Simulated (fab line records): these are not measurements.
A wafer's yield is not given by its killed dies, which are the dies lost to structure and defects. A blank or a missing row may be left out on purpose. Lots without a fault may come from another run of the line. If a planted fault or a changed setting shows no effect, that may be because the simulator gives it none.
Chamber matching | flow sky130 | rie-diel-04 running SKY_VIA4_ETCH_12: 4 sister chambers
The step etches SiO2 in C4F8/O2/Ar, stops on TiN, target depth 580 nm. 18 wafers are shown with their chamber, then 9 later ones without.

== WAFERS WITH THEIR CHAMBER ==
wafer  | chamber | oes-product-au (a.u.)
L074.2 | 2       | 0.924
L074.5 | 1       | 0.918
L074.6 | 0       | 0.922
L075.1 | 2       | 0.921
L075.2 | 3       | 0.921
L075.3 | 0       | 0.935
L076.3 | 3       | 0.924
L076.4 | 2       | 0.925
L076.5 | 1       | 0.929
L079.1 | 0       | 0.921
L079.2 | 1       | 0.920
L079.3 | 3       | 0.918
L083.1 | 3       | 0.925
L083.3 | 1       | 0.928
L083.5 | 3       | 0.919
L089.4 | 3       | 0.930
L089.5 | 2       | 0.926
L089.6 | 1       | 0.923

SIGNATURES (averages over the wafers above)
reading        | chamber 0 | chamber 1 | chamber 2 | chamber 3 | scatter within a chamber
oes-product-au | 0.92600   | 0.92360   | 0.92400   | 0.92283   | 0.00484
Rule: a wafer's distance from a chamber is the root of the sum, over the readings, of the square of ((its reading less the chamber's mean) divided by the reading's scatter). If the next closest chamber is less than 2 further off than the closest, the wafer can't be placed; otherwise it belongs to the closest. How the scatter is found: for the shown wafers, subtract from each reading the mean of its chamber, square and add these, divide the total by (wafers less chambers), then take the root.

== WAFERS WITHOUT THEIR CHAMBER ==
wafer  | oes-product-au (a.u.)
L091.1 | 0.926
L091.2 | 0.934
L091.5 | 0.925
L095.2 | 0.930
L095.4 | 0.921
L095.5 | 0.923
L097.2 | 0.929
L097.3 | 0.921
L097.6 | 0.922

== CHAMBER TAKEN BY EACH ==
wafer  | from the rows above               | in truth
L091.1 | can't be placed: 0 or 2 or 1 or 3 | 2
L091.2 | can't be placed: 0 or 2 or 1 or 3 | 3
L091.5 | can't be placed: 0 or 2 or 1 or 3 | 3
L095.2 | can't be placed: 0 or 2 or 1 or 3 | 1
L095.4 | can't be placed: 3 or 1 or 2 or 0 | 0
L095.5 | can't be placed: 3 or 1 or 2 or 0 | 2
L097.2 | can't be placed: 0 or 2 or 1 or 3 | 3
L097.3 | can't be placed: 3 or 1 or 2 or 0 | 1
L097.6 | can't be placed: 3 or 1 or 2 or 0 | 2
Correct placement for 0 of the 9. Can't be placed from these rows: 9 (the true chamber is among the candidates in 9). 0 placed wrongly.
